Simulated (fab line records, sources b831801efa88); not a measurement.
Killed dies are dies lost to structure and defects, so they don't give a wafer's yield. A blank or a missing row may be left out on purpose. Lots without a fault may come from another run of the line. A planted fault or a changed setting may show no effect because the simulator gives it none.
Which tool did it? | flow gf180mcu | 12 lots, 36 wafers sampled, at 1 step of a route of 602

WHAT THE GAUGES READ, wafer by wafer
GF_V2_OVL_MEAS_15.
lot  | measured     | on         | V2_OVL (nm)
L075 | day 20 22:18 | overlay-01 | 1 5 -4
L077 | day 21 17:45 | overlay-02 | -4 -1 5
L079 | day 22 01:48 | overlay-01 | -7 1 4
L081 | day 22 19:10 | overlay-02 | -3 -2 -6
L083 | day 23 12:20 | overlay-01 | 1 -3 -4
L085 | day 24 07:00 | overlay-01 | -4 -4 0
L087 | day 24 23:52 | overlay-02 | 4 -1 1
L089 | day 25 10:25 | overlay-01 | 9 6 8
L091 | day 26 02:04 | overlay-01 | 4 5 1
L093 | day 26 19:47 | overlay-01 | 9 1 3
L095 | day 27 07:07 | overlay-01 | -1 -2 -3
L097 | day 28 03:25 | overlay-01 | 4 1 -3

WHICH TOOL RAN EACH LOT (tool, then ch and the chambers of the sampled wafers, then the start)
The record holds no process step before these readings.

THE ANSWER, worked out from the rows above alone
Rule: what is usual is taken from the lots themselves. Put in order of their means at a reading, lots are off if they are a third of the lots or fewer, leave a main group of 4 or more, and stand apart from it by a gap of 3 or more times the standard deviation of the main group's means; of several such gaps the widest counts. A main group whose means are all the same, to the digits that the tables above print for the reading, isn't used. A lot without any number at a reading at which 4 lots or more have one is off too. The other lots that the step has rows for count as sound.
No lot is off at any reading shown: from this, nothing can be told.

WHAT THE SIMULATOR HAD PUT IN
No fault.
